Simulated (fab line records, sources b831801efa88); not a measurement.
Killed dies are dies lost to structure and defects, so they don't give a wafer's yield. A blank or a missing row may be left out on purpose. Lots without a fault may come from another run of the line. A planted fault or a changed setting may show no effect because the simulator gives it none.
Problem report in the 8D (eight disciplines) form, filled by code | flow sky130 | the parts of the form that need people (team, actions taken, sign-off) are left out

1. THE PROBLEM
killed_at_contacts at SKY_PAD_OPEN_PROBE_99 reads a mean of 62 on 2 wafers of 1 lot; wafers without a fault read 24 with a standard deviation of 5.3. That is +7.2 standard deviations from the usual mean.
First seen on wafer L521.3, day 50 20:56, on prober-01. The record holds 3 wafers of 1 lot with a number at this step. Rule for "out", or "out of limits": more than 4 standard deviations from the usual mean. The other wafers with a number count as sound.

2. WHAT IT IS AND WHAT IT IS NOT
question                    | is                 | is not
which readings at this step | killed_at_contacts | killed_at_M0_to_M3, killed_at_M4_up, killed_at_front_end, killed_at_other, killed_open, killed_short
which lots                  | L521               | -
which wafers of those lots  | L521.3, L521.6     | L521.4
read on which tools         | prober-01          | -
when                        | from day 50 20:56  | up to then (0 sound wafers); but 1 sound wafer of L521 came after

3. SUSPECTS, AND WHAT RULES EACH OUT
Counting: a tool at a process step up to the reading stays a suspect if it ran every lot that is out. Sound lots after the first of them don't rule it out here, since some wafers of a struck lot are sound.
- rie_diel-04 at SKY_CONTACT_ETCH_16 (etches BARC in N2/H2, stops on SiO2, time 45.9 s, target depth 60 nm): kept. It ran the lot that is out, L521 (day 38 16:49).
- prober-01 at SKY_PAD_OPEN_PROBE_99: kept. It ran the lot that is out, L521 (day 50 20:56). Its own readings are out on those wafers: killed_at_contacts.
- Within rie_diel-04 at SKY_CONTACT_ETCH_16: the wafers that are out ran in chamber 3; their sound lot-mates ran in chamber 0.
Left after counting: rie_diel-04 at SKY_CONTACT_ETCH_16, prober-01 at SKY_PAD_OPEN_PROBE_99.

4. THE CAUSE (what the simulator had put in)
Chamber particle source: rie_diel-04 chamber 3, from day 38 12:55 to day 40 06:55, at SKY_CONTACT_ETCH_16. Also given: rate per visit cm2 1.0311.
Counting left 2 suspects, and this tool is among them.

5. THE CHAIN OF EFFECTS, in route order
Each row: a reading whose mean over the struck wafers that have a number lies more than 3 standard deviations from the usual. Only readings for which the record gives a usual standard deviation are gone through. hours: the time from each lot's start at the first step in this table that gives one to its start at this step, as a median over the lots. sigmas: the change in usual standard deviations.
hours | step                  | reading            | usual | on struck wafers | change | sigmas
0     | SKY_PAD_OPEN_PROBE_99 | killed_at_contacts | 24    | 62               | +38    | +7.2
0     | SKY_PAD_OPEN_PROBE_99 | killed_dies        | 86    | 120              | +34    | +3.6
The process steps in it:
- SKY_PAD_OPEN_PROBE_99

6. WHAT WOULD HAVE CAUGHT IT SOONER
In this record the first reading out of limits was taken at day 50 20:56, 296 hours after the fault began at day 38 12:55.
Of the tool readings at SKY_CONTACT_ETCH_16 for which the record gives a usual standard deviation, none was out on any struck wafer, so an alarm limit of 4 standard deviations on them would not have fired.
All the lots that are out (1) had begun SKY_CONTACT_ETCH_16 on rie_diel-04 by day 50 20:56. A hold on the tool at that time would have spared none of them.
